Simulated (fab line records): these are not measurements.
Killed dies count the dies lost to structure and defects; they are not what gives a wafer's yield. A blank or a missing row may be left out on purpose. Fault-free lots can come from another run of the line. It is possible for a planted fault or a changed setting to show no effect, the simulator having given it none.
fab line records | flow sky130 | part 2 of 2: steps 44 to 44 of 44
[record] lots = 6 wafers = 18 last_day = 50
route steps=708 shown FIELD_ISO@13 NWELL@32 DNWELL@35 PWDE@45 SALICIDE@361 PAD_OPEN@708
lots that met no fault: taken from a fault-free run of the same line
start_h: hours from the record's first day to the start of the lot's first wafer shown | wait_h: time in hours since the lot's previous step | " unchanged from the row above | L1.1+2: a single row standing in for several wafers | - value missing, or start not given | * or withheld: withheld | < > ~ a bound
route shown NAME@n: a module of which the file shows steps, and the number in the route of the first | usual: mean and standard deviation over wafers with no fault | same: alike in all rows | chamber/n: place in a boat | sites: each site's reading | _std_site: standard deviation of those values | _edge_site: the outer-site mean with the inner-site mean subtracted | radius_mm: how far each site lies from the wafer's centre | mask NAME#n: copy n | behind: the tool/chamber that last shaped the wafer | hold: the reason the lot was held/the length of the hold in hours/how it ended | device: whichever transistor did not switch (one of n, p or np) | end of line: tests run on the same wafers once the route is complete | step lacking rows: just its recipe | killed: at the first sort, the dies lost to defects and structure; wafer yield is something else | map: a wafer's dies, marking killed ones x, the rest . and places with no die _
set.NAME: the setting the step ran with; set.NAME@STEP: the setting that earlier step ran with | model.NAME: the simulator's own value behind a step, which no gauge read
lots at some steps of the route; a table a step, a row a wafer
services: when a tool's chamber went out of use (start_h, in hours from the record's first day, below 0 if earlier), for how many hours, and the reason
[[steps]]
[step SKY_PAD_OPEN_PROBE_99]
[usual] killed_at_M0_to_M3 = 43/6.4 killed_at_M4_up = 2.8/1.7 killed_at_contacts = 24/5.5 killed_at_front_end = 15/4 killed_at_other = 0.3/0.54 killed_dies = 86/9.1 killed_open = 47/6.6 killed_short = 39/6.2
[same] gross_dies = 492 killed_at_back_side = 0
// columns lot.wafer tool chamber start_h wait_h killed_at_M0_to_M3 killed_at_M4_up killed_at_contacts killed_at_front_end killed_at_other killed_dies killed_open killed_short model.etest.res_p_drift_20v.line_ohm_um model.etest.res_p_drift_20v.rs_ohm_sq model.etest.pfet_16v.r_on_ohm_um model.etest.cap_poly_to_well.c_af_um2 model.etest.cap_li_to_poly.c_af_um2 model.etest.field_p.vt_v model.etest.field_n.vt_v model.etest.sram_nfet_pass.off_log10_a_um
L371.3 prober-02 - 1105.39 0.2 51 1 22 20 1 95 60 35 1.069e+04 8925 1.488e+04 90.83 94.51 -39.69 35.5 -12.45
L371.4 prober-02 - 1105.44 0.2 41 4 24 15 0 84 49 35 1.122e+04 9332 1.504e+04 91.45 96.69 -41.19 36.22 -12.58
L371.5 prober-02 - 1105.49 0.2 37 2 28 17 1 85 42 43 1.072e+04 9023 1.488e+04 93.05 96.25 -40.16 35.82 -12.58
L374.2 prober-01 - 1115.64 0.1 48 0 26 19 1 94 52 42 1.05e+04 8777 1.473e+04 93.91 96.97 -40.94 34.2 -12.44
L374.4 prober-01 - 1115.74 0.2 55 2 24 14 0 95 49 46 1.085e+04 8982 1.487e+04 91.07 97.3 -41.87 34.74 -12.82
L374.6 prober-01 - 1115.84 0.2 43 2 34 11 0 90 44 46 1.017e+04 8500 1.472e+04 97.25 97.88 -39.96 33.42 -12.39
L376.2 prober-01 - 1132.07 0.1 44 2 22 10 0 78 48 30 1.226e+04 1.006e+04 1.505e+04 92.38 96.68 -41.22 35.33 -12.64
L376.4 prober-01 - 1132.17 0.2 27 9 17 27 0 80 46 23 9988 8323 1.421e+04 96.82 86.4 -33.65 29.62 -11.93
L376.5 prober-01 - 1132.22 0.2 34 1 24 20 0 79 35 36 1.048e+04 8820 1.464e+04 96.28 94.84 -36.42 31.94 -12.21
L377.1 prober-02 - 1133.97 0.1 56 2 25 18 0 101 58 43 1.157e+04 9671 1.499e+04 92.42 101.4 -40.31 36.09 -12.64
L377.5 prober-02 - 1134.17 0.2 52 2 29 19 0 102 58 36 1.006e+04 8507 1.436e+04 98.94 93.13 -35.62 33.18 -11.98
L377.6 prober-02 - 1134.22 0.2 48 1 33 9 1 92 50 42 1.138e+04 9504 1.506e+04 89.78 99.04 -39.84 35.74 -12.51
L385.2 prober-02 - 1174.80 0.1 41 3 19 18 0 81 46 35 1.035e+04 8724 1.486e+04 94.56 96.72 -39.12 33.78 -12.72
L385.3 prober-02 - 1174.85 0.2 47 2 16 13 1 79 46 33 1.07e+04 9269 1.512e+04 91.2 96.39 -41.81 35.52 -12.71
L385.4 prober-02 - 1174.90 0.2 41 3 27 13 0 84 48 36 1.097e+04 9244 1.513e+04 90.14 96.23 -41.86 35.48 -12.67
L389.1 prober-02 - 1193.18 0.1 38 2 25 20 0 85 43 42 1.156e+04 9647 1.533e+04 90.72 102.6 -42.85 36.46 -12.91
L389.2 prober-02 - 1193.23 0.1 37 4 21 14 0 76 40 36 1.167e+04 9822 1.54e+04 91.74 98.5 -43.27 36.4 -13.03
L389.6 prober-02 - 1193.43 0.2 39 1 19 12 1 72 42 30 1.14e+04 9630 1.525e+04 89.98 96.25 -42.74 36.27 -12.68
// killed by level:class
L371.3 VIA1:geometric_particle:open=15 VIA2:geometric_particle:open=10 SPACER:geometric_particle:open=8 CONTACT:geometric_particle:open=8 VIA3:geometric_particle:open=8 LOCAL_INTERCONNECT:geometric_particle:short=5 METAL1:geometric_particle:short=5 POLY_CUT:geometric_particle:short=4
L371.4 VIA1:geometric_particle:open=9 VIA3:geometric_particle:open=8 CONTACT:geometric_particle:open=7 LI_CONTACT:geometric_particle:open=7 LOCAL_INTERCONNECT:geometric_particle:short=6 POLY_GATE:geometric_particle:short=5 VIA2:geometric_particle:open=5 FIELD_ISO:geometric_particle:open=4
L371.5 CONTACT:geometric_particle:open=8 CONTACT:geometric_particle:short=7 VIA1:geometric_particle:open=7 FIELD_ISO:geometric_particle:open=6 VIA3:geometric_particle:short=6 LOCAL_INTERCONNECT:geometric_particle:short=5 METAL1:geometric_particle:short=5 POLY_GATE:geometric_particle:open=4
L374.2 VIA1:geometric_particle:open=13 CONTACT:geometric_particle:open=11 METAL1:geometric_particle:short=9 POLY_GATE:geometric_particle:short=7 VIA3:geometric_particle:open=7 LI_CONTACT:geometric_particle:open=6 METAL2:geometric_particle:short=5 POLY_GATE:geometric_particle:open=4
L374.4 VIA1:geometric_particle:open=17 CONTACT:geometric_particle:open=10 METAL1:geometric_particle:short=7 VIA1:geometric_particle:short=6 VIA2:geometric_particle:short=6 METAL2:geometric_particle:short=5 VIA2:geometric_particle:open=5 FIELD_ISO:geometric_particle:short=4
L374.6 CONTACT:geometric_particle:short=9 LI_CONTACT:geometric_particle:open=8 CONTACT:geometric_particle:open=8 VIA3:geometric_particle:open=8 VIA1:geometric_particle:open=6 VIA1:geometric_particle:short=6 LOCAL_INTERCONNECT:geometric_particle:short=6 VIA2:geometric_particle:open=6
L376.2 VIA1:geometric_particle:open=12 VIA3:geometric_particle:open=9 LI_CONTACT:geometric_particle:open=8 CONTACT:geometric_particle:short=5 VIA2:geometric_particle:open=5 FIELD_ISO:geometric_particle:short=4 CONTACT:geometric_particle:open=4 LI_CONTACT:geometric_particle:short=3
L376.4 FIELD_ISO:area_cvd=11 VIA1:geometric_particle:open=8 VIA2:geometric_particle:open=8 LI_CONTACT:geometric_particle:open=6 VIA3:geometric_particle:open=5 POLY_GATE:geometric_particle:open=5 METAL4:geometric_particle:short=5 LOCAL_INTERCONNECT:geometric_particle:short=4
L376.5 VIA3:geometric_particle:open=8 FIELD_ISO:area_cvd=8 CONTACT:geometric_particle:short=7 CONTACT:geometric_particle:open=7 VIA1:geometric_particle:open=6 VIA1:geometric_particle:short=5 METAL1:geometric_particle:short=5 FIELD_ISO:geometric_particle:open=4
L377.1 VIA3:geometric_particle:open=11 VIA1:geometric_particle:open=9 CONTACT:geometric_particle:open=8 FIELD_ISO:geometric_particle:open=7 VIA2:geometric_particle:open=6 POLY_GATE:geometric_particle:open=6 LI_CONTACT:geometric_particle:open=6 CONTACT:geometric_particle:short=6
L377.5 VIA1:geometric_particle:open=15 CONTACT:geometric_particle:open=11 LI_CONTACT:geometric_particle:open=8 FIELD_ISO:area_cvd=8 VIA1:geometric_particle:short=6 VIA3:geometric_particle:open=5 METAL1:geometric_particle:short=5 LI_CONTACT:geometric_particle:short=4
L377.6 CONTACT:geometric_particle:open=10 VIA1:geometric_particle:open=9 CONTACT:geometric_particle:short=7 VIA2:geometric_particle:open=7 VIA3:geometric_particle:open=6 LI_CONTACT:geometric_particle:open=6 VIA1:geometric_particle:short=6 LOCAL_INTERCONNECT:geometric_particle:short=5
L385.2 VIA2:geometric_particle:open=8 LI_CONTACT:geometric_particle:open=8 VIA1:geometric_particle:open=8 VIA3:geometric_particle:open=8 METAL3:geometric_particle:short=6 POLY_GATE:geometric_particle:short=5 FIELD_ISO:geometric_particle:short=4 POLY_GATE:geometric_particle:open=4
L385.3 VIA2:geometric_particle:open=14 VIA1:geometric_particle:open=9 LI_CONTACT:geometric_particle:short=5 METAL1:geometric_particle:short=5 VIA3:geometric_particle:open=5 FIELD_ISO:geometric_particle:open=4 POLY_GATE:geometric_particle:open=4 VIA2:geometric_particle:short=3
L385.4 VIA1:geometric_particle:open=14 LI_CONTACT:geometric_particle:open=8 CONTACT:geometric_particle:open=8 CONTACT:geometric_particle:short=7 METAL2:geometric_particle:short=5 METAL3:geometric_particle:short=5 VIA2:geometric_particle:open=5 VIA3:geometric_particle:open=5
L389.1 CONTACT:geometric_particle:open=8 VIA2:geometric_particle:open=7 FIELD_ISO:geometric_particle:open=6 LI_CONTACT:geometric_particle:open=6 LOCAL_INTERCONNECT:geometric_particle:short=5 VIA1:geometric_particle:open=5 METAL3:geometric_particle:short=5 POLY_GATE:geometric_particle:short=4
L389.2 LI_CONTACT:geometric_particle:open=7 VIA1:geometric_particle:open=7 CONTACT:geometric_particle:short=6 VIA3:geometric_particle:open=6 FIELD_ISO:geometric_particle:short=5 VIA2:geometric_particle:open=5 CONTACT:geometric_particle:open=4 METAL3:geometric_particle:short=4
L389.6 VIA1:geometric_particle:open=9 VIA3:geometric_particle:open=7 LI_CONTACT:geometric_particle:open=6 METAL2:geometric_particle:short=6 CONTACT:geometric_particle:open=5 FIELD_ISO:geometric_particle:open=4 CONTACT:geometric_particle:short=4 POLY_GATE:geometric_particle:open=3
[[services]]
// columns tool chamber start_h hours kind
rie_diel-04 1 68.18 1.3 repair
rie_diel-04 0 85.14 10.8 repair
rie_diel-04 2 94.24 9.7 repair
rie_diel-04 1 118.77 7.0 repair
plasma_asher-02 - 128.84 5.3 repair
plasma_asher-02 - 268.81 4.3 pm
plasma_asher-02 - 297.11 14.6 pm
rie_diel-04 3 302.70 7.1 repair
rie_diel-04 0 318.80 5.8 repair
rie_diel-04 - 341.59 1.3 repair
rie_diel-04 - 367.42 1.1 repair
rie_diel-04 0 394.53 5.5 repair
plasma_asher-02 - 419.14 0.8 repair
rie_diel-04 1 424.37 3.4 repair
rie_diel-04 1 433.87 4.6 repair
rie_diel-04 2 434.32 3.5 repair
rie_diel-04 - 515.70 2.8 pm
rie_diel-04 2 527.51 5.9 repair
rie_diel-04 3 583.26 10.2 repair
rie_diel-04 2 602.79 2.9 repair
rie_diel-04 - 631.72 14.6 pm
plasma_asher-02 - 633.04 2.8 pm
rie_diel-04 2 664.35 6.6 repair
plasma_asher-02 - 679.39 0.5 repair
[[key]]
[first_sign] step = SKY_FIELD_ISO_THK_MEAS_25 reading = FIELD_ISO_CVD_24_THK direction = down sigmas = 21 usual = 595 struck = 433
[effect] step = SKY_FIELD_ISO_CMP_27 reading = time_to_endpoint_s direction = down sigmas = 7 usual = * struck = *
[model_effect] step = SKY_FIELD_ISO_CVD_24 value = SiO2_of_FIELD_ISO_CVD_24.thk_nm without = 599.9 struck = 433.2
[model_effect] step = SKY_SALICIDE_CLEAN_00 value = SiO2_of_FIELD_ISO_CVD_24.thk_nm without = 358.6 struck = 334.1
[model_effect] step = SKY_PAD_OPEN_PROBE_99 value = etest.res_p_drift_20v.line_ohm_um without = 1.158e+04 struck = 1.018e+04
met_at SKY_FIELD_ISO_CVD_24
struck_wafers L376.4,L376.5,L377.5
tester_left_out L376,L377
onset_between 68.61 77.36
[fault] kind = process_parameter_drift tool = hdpcvd-01 chamber = - onset_h = 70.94 steps = SKY_FIELD_ISO_CVD_24 channel = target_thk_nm offset = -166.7 shape = step end_h = 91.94 scope = struck_wafers_only acts_in = these_recipes_only stated = 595
// tester_left_out: of these lots the tester's yield and bins aren't shown, on N5 and GAA mostly nor the transistor test; their killed dies are dies lost to structure and defects alone, not to doping, threshold or leakage, so they don't give the yield
